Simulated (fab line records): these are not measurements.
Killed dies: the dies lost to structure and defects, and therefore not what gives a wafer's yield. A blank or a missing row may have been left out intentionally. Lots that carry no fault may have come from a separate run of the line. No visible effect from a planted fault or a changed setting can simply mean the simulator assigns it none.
Which of the tools did it? + flow sky130 + route of 708 steps, sampled at 1 step: 7 lots, 19 wafers

== WHAT EACH GAUGE READ, for each wafer ==
SKY_VT_ADJUST_PCH_TW_MEAS_10.
| lot  | measured     | on            | VT_ADJUST_PCH_TW  |
|------|--------------|---------------|-------------------|
| L735 | day 11 01:28 | film-metro-01 | 142.5 141.9 142.7 |
| L737 | day 11 13:01 | film-metro-01 | 142.9 142.7 143.1 |
| L742 | day 12 23:43 | film-metro-04 | 143.5 143.5       |
| L745 | day 13 21:19 | film-metro-01 | 142.8 143.9       |
| L748 | day 14 19:13 | film-metro-04 | 144.3 144.2 143.9 |
| L754 | day 16 18:15 | film-metro-01 | 142.5 142.6 142.9 |
| L756 | day 17 09:31 | film-metro-02 | 141.9 142.3 142.4 |

== TOOL THAT RAN EACH LOT (tool first, then ch and the chambers of the sampled wafers, then the start) ==
The record holds no process step before these readings.

== THE ANSWER, worked out from the rows above alone ==
Rule: the usual values come from the lots themselves. Put in order of their means at a reading, lots are off if they are a third of the lots or fewer, leave a main group of 4 or more, and stand apart from it by a gap of 3 or more times the standard deviation of the main group's means; of several such gaps the widest counts. The tables above print the reading to a certain number of digits; a main group whose means all agree to those digits is not used. Also off: a lot with no number at a reading for which 4 or more lots have one. Any other lot the step has rows for is counted as sound.
None of the lots is off at any reading shown; this tells nothing.

== WHAT THE SIMULATOR HAD INSERTED ==
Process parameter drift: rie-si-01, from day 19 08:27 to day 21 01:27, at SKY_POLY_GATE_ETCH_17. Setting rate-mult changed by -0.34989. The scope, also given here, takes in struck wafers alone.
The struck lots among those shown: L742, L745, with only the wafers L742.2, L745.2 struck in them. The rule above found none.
